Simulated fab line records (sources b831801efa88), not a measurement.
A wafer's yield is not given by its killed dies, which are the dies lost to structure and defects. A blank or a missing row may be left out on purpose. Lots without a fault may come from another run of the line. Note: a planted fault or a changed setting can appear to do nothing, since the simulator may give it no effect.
fab line records	flow sfq-line
record lots=13	wafers=38	last-day=82
route steps=325 shown I2@114 I4@166 M5@206 I5@228 C5@249
lots untouched by any fault: they come from a run of this same line in which no faults occurred
start-h: hours from the record's opening day to when the first of the lot's shown wafers began	wait-h: hours since the lot's step before	" the same as in the row above	L1.1+2: several wafers, shown together as one row	- no value, or no start given	* or withheld: withheld	< > ~ a bound
route shown NAME@n: a module of which the file shows steps, and the number in the route of the first	usual: average and standard deviation across the fault-free wafers	same: alike in all rows	chamber/n: place in a boat	sites: each site's reading	_std_site: the values' standard deviation	_edge_site: outer sites' mean less inner sites'	radius-mm: how far each site lies from the wafer's centre	mask NAME#n: copy n	behind: the last tool/chamber to shape the wafer	hold: why the lot was held/for how many hours/how that ended	device: names the non-switching transistor (n, p or np)	end of line: tests run on the same wafers once the route is complete	where a step has no rows: the recipe by itself	killed: dies that structure and defects cost at the first sort, which is not the same as the wafer's yield	map: a wafer's dies, x killed, . not, _ none there
set.NAME: the run value of the setting; set.NAME@STEP: its run value at that earlier step	model.NAME: the simulator's own value behind a step, which no gauge read
one table for each step of the route and one row for each wafer, over a sample of lots
services: a tool's chamber out of use, with start hour (start-h, from the record's first day; less than 0 if before it), hours out, and reason
## steps
# step SFQ_TRILAYER_I2_VIA_BARC_OPEN_VIA_ETCH_096
# recipe mask-material=PR	chemistry=O2	target-depth-nm=125	target=BARC	source-w=500	bias-w=80	pressure-mtorr=30	time-s=41.7
# usual drypump-motor-current-A=5.7/0.38	oes-product-au=0.685/0.0044
lot.wafer	tool	chamber	start-h	wait-h	drypump-motor-current-A	oes-product-au	rf-hours-counter-h
L717.2	rie-diel-01	2	486.09	0.0	5.6	0.692	33
L717.5	"	3	"	"	5.1	0.676	-
L717.6	"	2	"	"	5.6	0.679	-
L718.2	rie-diel-03	1	511.79	0.0	5.6	0.684	34
L718.5	"	0	"	"	6.4	0.683	-
L718.6	"	1	"	"	5.5	0.679	-
L719.1	rie-diel-01	0	516.54	0.0	5.8	0.684	11
L719.4	"	3	"	"	5.2	0.682	89
L719.5	"	3	"	"	5.1	0.695	-
L720.1	rie-diel-03	2	517.84	0.0	5.5	0.698	33
L720.2	"	1	"	"	5.6	0.680	34
L720.3	"	0	"	"	6.3	0.684	24
L721.1	rie-diel-04	3	519.28	0.0	5.6	0.684	9
L721.4	"	1	"	"	4.9	0.680	6
L721.6	"	0	"	"	6.1	0.686	-
L722.1	rie-diel-01	1	566.82	0.0	5.8	0.686	9
L722.3	"	0	"	"	5.9	0.688	12
L722.5	"	1	"	"	5.8	0.683	-
L723.1	rie-diel-03	0	615.71	0.0	6.3	0.680	25
L723.3	"	3	"	"	5.7	0.683	10
L723.6	"	2	"	"	5.4	0.683	-
L724.1	rie-diel-03	3	622.11	0.0	5.7	0.682	10
L724.5	"	1	"	"	5.6	0.684	-
L724.6	"	2	"	"	5.4	0.687	-
L726.4	rie-diel-01	0	643.40	0.0	5.9	0.683	13
L726.5	"	1	"	"	5.8	0.685	-
L726.6	"	0	"	"	5.9	0.679	-
L727.1	rie-diel-03	1	654.92	0.0	5.6	0.687	36
L727.3	"	0	"	"	6.4	0.687	25
L727.5	"	3	"	"	5.7	0.683	-
L728.2	rie-diel-03	0	663.32	0.0	6.3	0.681	26
L728.3	"	3	"	"	5.8	0.688	11
L728.6	"	2	"	"	5.4	0.688	-
L730.1	rie-diel-03	2	682.32	0.0	5.4	0.684	35
L730.5	"	2	"	"	5.4	0.684	-
L730.6	"	3	"	"	5.7	0.677	-
L737.2	rie-diel-03	1	735.19	0.0	5.6	0.681	37
L737.5	"	2	"	"	5.4	0.681	-
# step SFQ_TRILAYER_I4_METRO_MEASURE_101
# usual thk-nm=200.0/0.95
lot.wafer	tool	chamber	start-h	wait-h	thk-nm
L717.2	film-metro-01	-	940.73	0.3	198.9
L717.5	"	-	"	"	199.6
L717.6	"	-	"	"	200.7
L718.2	film-metro-01	-	962.93	0.3	200.6
L718.5	"	-	"	"	200.6
L718.6	"	-	"	"	199.5
L719.1	film-metro-04	-	971.34	0.1	198.6
L719.4	"	-	"	"	199.1
L719.5	"	-	"	"	199.4
L720.1	film-metro-04	-	976.11	0.1	200.0
L720.2	"	-	"	"	199.8
L720.3	"	-	"	"	199.5
L721.1	film-metro-01	-	979.11	0.1	199.1
L721.4	"	-	"	"	198.7
L721.6	"	-	"	"	199.5
L722.1	film-metro-04	-	1017.91	0.1	200.8
L722.3	"	-	"	"	202.1
L722.5	"	-	"	"	201.1
L723.1	film-metro-04	-	1071.43	0.1	199.7
L723.3	"	-	"	"	201.5
L723.6	"	-	"	"	200.0
L724.1	film-metro-01	-	1080.43	0.1	200.2
L724.5	"	-	"	"	198.6
L724.6	"	-	"	"	199.5
L726.4	film-metro-03	-	1105.36	0.6	200.1
L726.5	"	-	"	"	199.3
L726.6	"	-	"	"	200.3
L727.1	film-metro-01	-	1110.76	0.1	201.5
L727.3	"	-	"	"	199.8
L727.5	"	-	"	"	200.6
L728.2	film-metro-01	-	1114.08	0.3	201.2
L728.3	"	-	"	"	201.4
L728.6	"	-	"	"	201.1
L730.1	film-metro-01	-	1125.76	0.1	199.1
L730.5	"	-	"	"	199.2
L730.6	"	-	"	"	200.0
L737.2	film-metro-03	-	1201.40	4.1	200.1
L737.5	"	-	"	"	198.9
L737.2	film-metro-03	-	1203.46	1.9	200.4
L737.5	"	-	"	"	199.1
# step SFQ_TRILAYER_M5_ETCH_METAL_ETCH_126
# recipe target=Nb	stop-on=SiO2	mask-material=PR	over-etch-frac=0.15	time-s=203.2	chemistry=Cl2/BCl3	target-depth-nm=265	icp-w=600	bias-w=80	pressure-mtorr=10
# usual drypump-motor-current-A=5.9/0.5	he-backside-leak-sccm=3.47/0.18	oes-product-au=0.727/0.0055
lot.wafer	tool	chamber	start-h	wait-h	drypump-motor-current-A	he-backside-leak-sccm	oes-product-au	rf-hours-counter-h
L717.2	rie-metal-04	1	1359.42	0.0	5.3	3.26	0.725	22
L717.5	"	1	"	"	5.3	3.14	0.729	-
L717.6	"	0	"	"	6.2	3.40	0.725	-
L718.2	rie-metal-02	1	1371.42	0.0	5.9	3.61	0.717	24
L718.5	"	1	"	"	5.9	3.61	0.714	-
L718.6	"	0	"	"	6.6	3.35	0.718	-
L719.1	rie-metal-04	1	1373.82	0.0	5.3	3.36	0.729	24
L719.4	"	0	"	"	6.2	3.44	0.721	-
L719.5	"	0	"	"	6.2	3.48	0.719	-
L720.1	rie-metal-02	1	1377.42	0.0	5.9	3.53	0.736	25
L720.2	"	0	"	"	6.6	3.62	0.736	110
L720.3	"	0	"	"	6.6	3.56	0.734	-
L721.1	rie-metal-01	0	1379.82	0.0	5.3	3.33	0.727	74
L721.4	"	1	"	"	5.7	3.83	0.732	-
L721.6	"	1	"	"	5.7	3.55	0.725	-
L722.1	rie-metal-04	0	1403.82	0.0	6.2	3.35	0.727	22
L722.3	"	0	"	"	6.2	3.14	0.716	-
L722.5	"	0	"	"	6.2	3.29	0.734	-
L723.1	rie-metal-02	0	1459.02	0.0	6.6	3.40	0.715	119
L723.3	"	0	"	"	6.6	3.41	0.720	-
L723.6	"	1	"	"	5.9	3.88	0.719	-
L724.1	rie-metal-01	1	1465.14	0.0	5.6	3.57	0.730	58
L724.5	"	1	"	"	5.7	3.54	0.735	-
L724.6	"	0	"	"	5.3	3.58	0.737	-
L726.4	rie-metal-01	0	1478.41	0.1	5.3	3.52	0.722	-
L726.5	"	0	"	"	5.3	3.16	0.730	-
L726.6	"	1	"	"	5.7	3.73	0.726	-
L727.1	rie-metal-04	0	1483.14	0.0	6.2	3.33	0.724	30
L727.3	"	0	"	"	6.2	3.37	0.721	-
L727.5	"	0	"	"	6.2	3.43	0.727	-
L728.2	rie-metal-04	1	1487.94	0.0	5.3	3.42	0.732	43
L728.3	"	1	"	"	5.3	3.39	0.731	-
L728.6	"	0	"	"	6.2	3.20	0.732	-
L730.1	rie-metal-02	1	1498.67	0.0	6.0	3.66	0.734	47
L730.5	"	1	"	"	6.0	3.70	0.724	-
L730.6	"	0	"	"	6.6	3.46	0.733	-
L737.2	rie-metal-01	1	1549.19	0.0	5.7	4.32	0.730	69
L737.5	"	0	"	"	5.3	3.28	0.725	-
# step SFQ_TRILAYER_A5C_DEP_PECVD_142
# recipe material=SiO2	temp-c=150	time-s=15.556	pressure-torr=2.4	rf-w=183.3	precursor=SiH4/N2O	target-thk-nm=70
# usual chamber-pressure-Torr=2.400/0.0047	heater-power-w=76/13	throttle-valve-pct=24.5/1.5
lot.wafer	tool	chamber	start-h	wait-h	chamber-pressure-Torr	heater-power-w	throttle-valve-pct
L717.2	pecvd-02	2	1377.30	0.0	2.392	79	27.5
L717.5	"	0	"	"	2.405	68	24.2
L717.6	"	2	"	"	2.389	79	27.3
L718.2	pecvd-02	1	1382.10	0.0	2.405	58	24.0
L718.5	"	2	"	"	2.398	85	27.2
L718.6	"	0	"	"	2.398	68	24.3
L719.1	pecvd-04	1	1383.32	0.0	2.399	88	21.8
L719.4	"	0	"	"	2.397	70	23.4
L719.5	"	1	"	"	2.403	90	22.1
L720.1	pecvd-02	1	1388.10	0.0	2.399	65	24.1
L720.2	"	2	"	"	2.393	85	27.4
L720.3	"	0	"	"	2.398	70	24.2
L721.1	pecvd-04	2	1390.50	0.0	2.405	70	23.3
L721.4	"	1	"	"	2.406	79	22.0
L721.6	"	2	"	"	2.408	70	23.0
L722.1	pecvd-01	0	1412.53	0.0	2.407	105	25.3
L722.3	"	1	"	"	2.398	83	23.9
L722.5	"	0	"	"	2.403	105	25.2
L723.1	pecvd-01	2	1571.64	0.0	2.397	55	26.9
L723.3	"	1	"	"	2.404	83	24.7
L723.6	"	1	"	"	2.402	82	24.3
L724.1	pecvd-02	1	1578.83	0.0	2.407	63	24.3
L724.5	"	1	"	"	2.398	65	24.0
L724.6	"	0	"	"	2.405	77	24.6
L726.4	pecvd-02	0	1600.56	0.0	2.401	72	24.7
L726.5	"	2	"	"	2.393	86	27.3
L726.6	"	1	"	"	2.405	63	24.2
L727.1	pecvd-04	2	1605.35	0.0	2.398	82	23.8
L727.3	"	1	"	"	2.396	80	22.3
L727.5	"	2	"	"	2.396	85	23.9
L728.2	pecvd-01	1	1608.95	0.0	2.403	81	24.5
L728.3	"	2	"	"	2.397	53	26.4
L728.6	"	1	"	"	2.392	84	24.5
L730.1	pecvd-02	2	1617.35	0.0	2.403	81	27.4
L730.5	"	1	"	"	2.401	54	24.0
L730.6	"	0	"	"	2.400	79	24.3
L737.2	pecvd-01	2	1671.25	0.0	2.400	54	26.6
L737.5	"	1	"	"	2.393	85	24.4
# step SFQ_TRILAYER_C5_STRIP_STRIP_155
# recipe gas=O2	power-w=200	platen-temp-c=40	overash-fraction=0.65	chemistry=O2	pressure-mtorr=50
# usual drypump-motor-current-A=5.9/0.53	he-backside-leak-sccm=3.6/0.34	oes-product-au=0.994/0.0071
lot.wafer	tool	chamber	start-h	wait-h	drypump-motor-current-A	he-backside-leak-sccm	oes-product-au	rf-hours-counter-h
L717.2	rie-metal-01	0	1384.89	-	5.3	3.4	1.002	76
L717.5	"	1	"	"	5.7	3.6	0.991	-
L717.6	"	0	"	"	5.3	3.3	0.996	-
L718.2	rie-metal-03	1	1390.89	-	5.0	3.6	1.007	117
L718.5	"	1	"	"	5.0	3.8	0.990	-
L718.6	"	0	"	"	6.0	3.4	1.000	-
L719.1	rie-metal-03	0	1393.29	-	5.9	3.3	0.995	40
L719.4	"	0	"	"	6.0	3.4	1.000	-
L719.5	"	1	"	"	5.0	4.1	1.007	-
L720.1	rie-metal-02	1	1395.69	-	5.9	3.8	0.988	31
L720.2	"	1	"	"	6.0	3.7	0.987	-
L720.3	"	1	"	"	6.0	3.8	0.986	-
L721.1	rie-metal-01	1	1397.75	-	5.7	3.6	0.985	51
L721.4	"	1	"	"	5.7	3.5	0.984	-
L721.6	"	1	"	"	5.7	3.6	0.988	-
L722.1	rie-metal-02	0	1419.01	-	6.6	3.4	0.983	113
L722.3	"	1	"	"	5.9	3.6	0.992	-
L722.5	"	1	"	"	5.9	3.7	0.986	-
L723.1	rie-metal-02	0	1624.32	-	6.6	3.3	0.985	9
L723.3	"	1	"	"	6.0	3.7	0.989	-
L723.6	"	0	"	"	6.6	3.2	1.006	-
L724.1	rie-metal-02	1	1627.65	-	5.9	3.8	0.980	62
L724.5	"	0	"	"	6.6	3.4	0.981	-
L724.6	"	1	"	"	5.9	3.9	0.976	-
L726.4	rie-metal-02	0	1642.07	-	6.6	3.4	0.991	-
L726.5	"	0	"	"	6.6	3.4	0.993	-
L726.6	"	1	"	"	5.9	3.9	0.999	-
L727.1	rie-metal-03	1	1646.67	-	5.0	3.9	0.998	15
L727.3	"	1	"	"	5.0	3.6	0.998	-
L727.5	"	1	"	"	5.0	3.7	0.999	-
L728.2	rie-metal-02	0	1652.67	-	6.6	3.3	0.998	15
L728.3	"	0	"	"	6.6	3.4	1.004	-
L728.6	"	1	"	"	5.9	3.8	0.989	-
L730.1	rie-metal-02	1	1659.87	-	5.9	3.6	0.983	68
L730.5	"	0	"	"	6.6	3.3	0.996	-
L730.6	"	1	"	"	6.0	3.9	0.995	-
L737.2	rie-metal-03	1	1706.47	-	5.0	3.6	0.998	24
L737.5	"	1	"	"	5.0	3.5	1.006	-
## services
tool	chamber	start-h	hours	kind
rie-diel-03	3	538.67	9.7	repair
rie-metal-02	1	559.29	4.9	repair
rie-diel-03	-	577.37	28.1	pm
rie-diel-03	0	607.03	4.9	repair
rie-diel-03	1	623.21	5.5	repair
rie-diel-03	-	631.24	0.6	repair
rie-metal-02	1	738.27	6.8	repair
rie-metal-02	-	757.61	1.4	repair
rie-diel-03	1	791.55	4.8	repair
rie-diel-03	3	829.30	1.2	repair
rie-diel-03	3	859.81	9.0	repair
rie-metal-02	1	875.06	8.1	repair
rie-diel-03	1	883.66	7.0	repair
rie-diel-03	3	948.95	7.4	repair
rie-diel-03	0	1068.17	4.1	repair
rie-diel-03	0	1105.18	4.8	repair
rie-diel-03	-	1110.64	2.8	pm
rie-metal-02	-	1145.18	0.5	repair
rie-metal-02	-	1173.26	2.8	pm
rie-metal-02	-	1321.17	1.4	pm
rie-metal-02	0	1378.67	22.1	repair
rie-metal-02	1	1505.48	28.5	repair
rie-metal-02	-	1581.38	0.1	repair
rie-metal-02	1	1685.65	4.7	repair
## key
first-sign step=SFQ_TRILAYER_I4_METRO_MEASURE_101	reading=visit	direction=added
effect none on later readings
met-at SFQ_TRILAYER_I2_VIA_BARC_OPEN_VIA_ETCH_096
struck-lots L737
struck-wafers L737.2
not-acting-at SFQ_TRILAYER_M5_ETCH_METAL_ETCH_126,SFQ_TRILAYER_A5C_DEP_PECVD_142,SFQ_TRILAYER_C5_STRIP_STRIP_155
onset-between 682.32 735.19
fault kind=process-parameter-drift	tool=rie-diel-03	chamber=-	onset-h=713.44	steps=SFQ_TRILAYER_I2_VIA_BARC_OPEN_VIA_ETCH_096	channel=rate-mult	offset=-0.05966	shape=step	end-h=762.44	scope=struck-wafers-only
